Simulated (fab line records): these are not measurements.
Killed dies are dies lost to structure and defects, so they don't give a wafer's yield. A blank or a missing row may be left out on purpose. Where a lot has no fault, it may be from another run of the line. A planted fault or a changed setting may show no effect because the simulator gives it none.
Comparing a struck lot with a sound one | flow sfq_line | 14 out of 325 route steps
Sound: these wafers, L941.2, L941.3, L941.5. Wafers struck: L944.2, L944.4, L944.5. The cause is given at the end.
Order at every step that has rows: each side's tool, ch and its chambers, its first start. Under that, the readings that differ: sound wafers | struck wafers | difference of the means | sigmas: that difference in standard deviations of wafers without a fault.
alike: same words and numbers on both sides, and readings whose means sit less than 2 such deviations apart. not compared: any withheld reading, any reading some wafer has no value for, any bound like >300 that may hide the same value, and any number with overlapping values for which the record gives no deviation.
The two part at a step that has a row with sigmas, a row that says differs or no value, or rows on one side only. Numbers that have no deviation but don't overlap get no sigmas and don't part them. A reading missing from all wafers of one side parts the sides only when that side holds two or more wafers.

first, 6 steps without rows for these wafers: SFQ_TRILAYER_M7_LITHO_COAT_182 (resist thk 62.54 nm); SFQ_TRILAYER_M7_LITHO_COAT_177 (resist thk 600 nm); SFQ_TRILAYER_M7_LITHO_SOFTBAKE_181; SFQ_TRILAYER_M7_LITHO_EXPOSE_178 (exposes mask M7, target cd 500 nm); SFQ_TRILAYER_M7_LITHO_PEB_180 (peb time 60 s); SFQ_TRILAYER_M7_LITHO_DEVELOP_179 (time 60 s).
SFQ_M7_OVL_MEAS_945:
  sound: overlay-01 at day 77 10:12; struck: overlay-02 at day 81 08:16
  alike: M7_OVL
SFQ_TRILAYER_M7_BARC_OPEN_METAL_ETCH_229: etches BARC in O2, target depth 125 nm, time 41.7 s.
  sound on rie_metal-03 ch 0,1, day 77 10:14; struck on rie_metal-03 ch 0,1, day 81 08:17
  alike: drypump_motor_current_A, oes_product_au
  not compared: rf_hours_counter_h
SFQ_TRILAYER_M7_ETCH_METAL_ETCH_180: etches Nb in Cl2/Ar, stops on SiO2, target depth 240 nm, time 120 s.
  sound on rie_metal-03 ch 0,1, day 77 10:17; struck on rie_metal-03 ch 0,1, day 81 08:21
  alike: drypump_motor_current_A, oes_product_au
  not compared: rf_hours_counter_h
SFQ_TRILAYER_M7_STRIP_STRIP_181: strips in O2.
  sound on rie_metal-03 ch 0,1, day 77 10:25; struck on rie_metal-03 ch 0,1, day 81 08:29
  alike: drypump_motor_current_A, oes_product_au
  not compared: rf_hours_counter_h
then, 1 step without rows for these wafers: SFQ_TRILAYER_M7_STRIP_SOLV_CLEAN_182 (cleans in NMP, time 600 s).
SFQ_TRILAYER_I7_DEP_PECVD_183: deposits SiO2 from SiH4/N2O, time 111.11 s, target thk 500 nm.
  sound on pecvd-02 ch 1,2, day 77 11:11; struck on pecvd-02 ch 0,2, day 81 09:26
  alike: heater_power_w, throttle_valve_pct
SFQ_TRILAYER_I7_CMP_CMP_184: polishes SiO2.
  sound on cmp-02 ch 1,2, day 77 15:14; struck on cmp-01 ch 2,3, day 81 09:30
  reading          | sound             | struck            | difference | sigmas
  platen_rpm (rpm) | 60.02 60.01 59.99 | 66.00 66.02 66.03 | +6.01      | +99 or more
  alike: motor_current_A, time_to_endpoint_s
SFQ_I7_BOW_MEAS_946:
  sound: film_metro-01 at day 77 18:15; struck: film_metro-04 at day 81 12:31
  alike: I7_BOW

## WHERE THEY PART
SFQ_TRILAYER_I7_CMP_CMP_184 only, going by this record. Later steps at which nothing parts them and some readings are alike: SFQ_I7_BOW_MEAS_946.

WHY: what had been put in by the simulator
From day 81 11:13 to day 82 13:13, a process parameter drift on cmp-01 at SFQ_TRILAYER_I7_CMP_CMP_184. Setting platen_rpm shifted by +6 from 60. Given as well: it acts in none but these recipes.
